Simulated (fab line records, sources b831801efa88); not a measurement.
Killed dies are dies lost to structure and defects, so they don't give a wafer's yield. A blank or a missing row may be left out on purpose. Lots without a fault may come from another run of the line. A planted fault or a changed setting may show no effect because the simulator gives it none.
Which tool did it? | flow sky130 | 24 lots, 72 wafers sampled, at 3 steps of a route of 708

WHAT THE GAUGES READ, wafer by wafer
SKY_SONOS_ONO_THK_MEAS_01. Usual: SONOS_ONO_OXIDATION_THK 2.60 nm, standard deviation 0.06.
lot  | measured     | on            | SONOS_ONO_OXIDATION_THK (nm) | flag
L074 | day 11 05:06 | film_metro-03 | 2.56 2.61 2.55               |
L075 | day 11 06:27 | film_metro-03 | 2.69 2.66 2.68               |
L076 | day 11 22:11 | film_metro-01 | 2.54 2.51 2.59               |
L077 | day 12 19:56 | film_metro-04 | 2.59 2.52 2.64               |
L078 | day 12 22:22 | film_metro-01 | 2.66 2.63 2.67               |
L080 | day 13 14:04 | film_metro-01 | 2.56 2.52 2.47               |
L079 | day 13 14:05 | film_metro-04 | 2.54 2.50 2.53               |
L081 | day 13 21:50 | film_metro-03 | 2.57 2.58 2.62               |
L082 | day 14 03:41 | film_metro-01 | 2.67 2.66 2.74               |
L083 | day 14 08:05 | film_metro-03 | 2.62 2.59 2.58               |
L084 | day 14 19:13 | film_metro-04 | 2.58 2.59 2.60               |
L085 | day 15 00:31 | film_metro-01 | 2.51 2.53 2.46               |
L086 | day 15 08:27 | film_metro-04 | 2.68 2.67 2.64               |
L087 | day 15 14:43 | film_metro-04 | 2.57 2.52 2.58               |
L088 | day 15 22:26 | film_metro-04 | 2.68 2.72 2.66               |
L089 | day 16 00:58 | film_metro-03 | 2.62 2.57 2.58               |
L090 | day 16 12:58 | film_metro-04 | 2.72 2.70 2.71               |
L091 | day 16 20:46 | film_metro-01 | 2.59 2.61 2.63               |
L092 | day 17 07:31 | film_metro-01 | 2.57 2.61 2.54               |
L093 | day 17 20:31 | film_metro-01 | 2.61 2.56 2.65               |
L095 | day 18 19:34 | film_metro-04 | 2.58 2.49 2.55               |
L094 | day 18 23:06 | film_metro-03 | 2.64 2.59 2.58               |
L096 | day 18 23:06 | film_metro-04 | 2.55 2.60 2.64               |
L097 | day 19 04:02 | film_metro-03 | 2.58 2.59 2.59               |

SKY_SD_N_OVL_MEAS_08. Usual: SD_N_OVL 0.0 nm, standard deviation 1.4.
lot  | measured     | on         | SD_N_OVL (nm)  | flag
L074 | day 27 14:20 | overlay-01 | -0.5 -0.8 -2.8 |
L075 | day 27 12:11 | overlay-01 | 0.3 0.2 1.5    |
L076 | day 28 07:56 | overlay-02 | 3.1 1.4 2.1    |
L077 | day 29 03:47 | overlay-02 | 0.3 4.0 1.2    |
L078 | day 29 12:05 | overlay-01 | 2.5 -0.9 0.6   |
L080 | day 29 23:29 | overlay-02 | 0.8 0.7 2.0    |
L079 | day 30 01:12 | overlay-01 | -0.3 -0.8 0.9  |
L081 | day 30 08:14 | overlay-02 | 0.2 2.6 -0.5   |
L082 | day 30 11:17 | overlay-01 | 0.4 0.9 1.9    |
L083 | day 31 00:08 | overlay-01 | -0.5 0.4 -1.0  |
L084 | day 31 13:05 | overlay-01 | -1.2 -2.3 -0.5 |
L085 | day 31 14:54 | overlay-01 | 1.3 -0.2 -1.2  |
L086 | day 32 00:29 | overlay-01 | 2.0 2.1 0.7    |
L087 | day 32 08:45 | overlay-01 | -0.8 0.1 -2.0  |
L088 | day 32 13:32 | overlay-02 | -0.4 1.7 0.9   |
L089 | day 32 14:50 | overlay-02 | 1.2 1.8 2.7    |
L090 | day 33 01:54 | overlay-01 | 0.3 -1.3 -0.9  |
L091 | day 33 07:41 | overlay-02 | -1.5 -4.3 -1.1 |
L092 | day 33 21:05 | overlay-02 | -2.0 -1.7 -1.1 |
L093 | day 34 19:26 | overlay-01 | 0.0 -1.3 -0.4  |
L095 | day 35 03:29 | overlay-01 | 0.6 -0.4 -1.1  |
L094 | day 35 07:41 | overlay-01 | 1.9 0.2 1.1    |
L096 | day 35 04:11 | overlay-01 | -1.3 -2.0 -0.9 |
L097 | day 35 10:41 | overlay-01 | -0.9 -0.6 -0.3 |

WHICH TOOL RAN EACH LOT (tool, then ch and the chambers of the sampled wafers, then the start)
lot  | SKY_POLY_GATE_ETCH_15
L074 | rie_diel-01 ch 0,2, day 16 03:55
L075 | rie_diel-02 ch 2,3, day 16 02:43
L076 | rie_diel-02 ch 1,2, day 16 17:56
L077 | rie_diel-01 ch 0,1,3, day 17 18:46
L078 | rie_diel-01 ch 0,2,3, day 17 21:31
L080 | rie_diel-02 ch 0,2, day 18 15:59
L079 | rie_diel-03 ch 1,2, day 18 16:20
L081 | rie_diel-03 ch 0,1, day 19 00:16
L082 | rie_diel-03 ch 0,1,2, day 19 06:17
L083 | rie_diel-03 ch 0,2, day 19 18:40
L084 | rie_diel-01 ch 0,2,3, day 20 07:40
L085 | rie_diel-03 ch 0,2,3, day 20 08:55
L086 | rie_diel-02 ch 1,2,3, day 20 20:22
L087 | rie_diel-03 ch 0,1, day 21 06:10
L088 | rie_diel-01 ch 1,3, day 21 13:58
L089 | rie_diel-02 ch 0,2,3, day 21 15:07
L090 | rie_diel-02 ch 1,3, day 22 02:10
L091 | rie_diel-03 ch 0,1, day 22 10:16
L092 | rie_diel-02 ch 0,3, day 23 00:43
L093 | rie_diel-01 ch 2,3, day 24 02:37
L095 | rie_diel-02 ch 1,3, day 24 14:07
L094 | rie_diel-01 ch 0,2, day 24 15:04
L096 | rie_diel-03 ch 1,2, day 24 12:52
L097 | rie_diel-02 ch 0,1, day 24 19:22
- SKY_POLY_GATE_ETCH_15: etches BARC in N2/H2, stops on SiO2, time 118.5 s, target depth 110 nm.

WHAT THE TOOLS THEMSELVES READ (means of the sampled wafers that have a number; where no wafer has one, the mark that the record gives instead)
SKY_POLY_GATE_ETCH_15. Usual: drypump_motor_current_A 5.6 A, standard deviation 0.51; oes_product_au 0.716 a.u., standard deviation 0.0047; throttle_valve_pct 13.213 %, standard deviation 0.0089.
lot  | tool        | drypump_motor_current_A (A) | oes_product_au (a.u.) | throttle_valve_pct (%) | flag
L074 | rie_diel-01 | 5.5                         | 0.716                 | 13.220                 |
L075 | rie_diel-02 | 6.0                         | 0.714                 | 13.215                 |
L076 | rie_diel-02 | 5.6                         | 0.715                 | 13.216                 |
L077 | rie_diel-01 | 5.6                         | 0.718                 | 13.200                 |
L078 | rie_diel-01 | 5.7                         | 0.714                 | 13.212                 |
L080 | rie_diel-02 | 5.8                         | 0.718                 | 13.220                 |
L079 | rie_diel-03 | 5.3                         | 0.717                 | 13.221                 |
L081 | rie_diel-03 | 5.9                         | 0.715                 | 13.218                 |
L082 | rie_diel-03 | 5.8                         | 0.713                 | 13.202                 |
L083 | rie_diel-03 | 6.1                         | 0.715                 | 13.210                 |
L084 | rie_diel-01 | 5.8                         | 0.713                 | 13.209                 |
L085 | rie_diel-03 | 5.7                         | 0.712                 | 13.212                 |
L086 | rie_diel-02 | 5.7                         | 0.716                 | 13.203                 |
L087 | rie_diel-03 | 5.9                         | 0.719                 | 13.212                 |
L088 | rie_diel-01 | 5.4                         | 0.714                 | 13.212                 |
L089 | rie_diel-02 | 5.6                         | 0.716                 | 13.217                 |
L090 | rie_diel-02 | 5.4                         | 0.715                 | 13.207                 |
L091 | rie_diel-03 | 5.9                         | 0.715                 | 13.224                 |
L092 | rie_diel-02 | 5.5                         | 0.713                 | 13.214                 |
L093 | rie_diel-01 | 5.7                         | 0.723                 | 13.209                 |
L095 | rie_diel-02 | 5.6                         | 0.717                 | 13.221                 |
L094 | rie_diel-01 | 5.5                         | 0.718                 | 13.212                 |
L096 | rie_diel-03 | 5.4                         | 0.720                 | 13.209                 |
L097 | rie_diel-02 | 5.1                         | 0.715                 | 13.214                 |

THE ANSWER, worked out from the rows above alone
Rule: a lot is off if the mean of its wafers that have a number lies more than 3 standard deviations from the usual mean. A lot without any number at a reading at which 4 lots or more have one is off too. The other lots that the step has rows for count as sound. The gauges are gone through in route order, then the tools' own readings, and for those a lot's mean is taken as printed above. The first step at which some lot is off is used, and at that step the reading that is off furthest; a lot without a number counts as furthest.
No lot is off at any reading shown: from this, nothing can be told.

WHAT THE SIMULATOR HAD PUT IN
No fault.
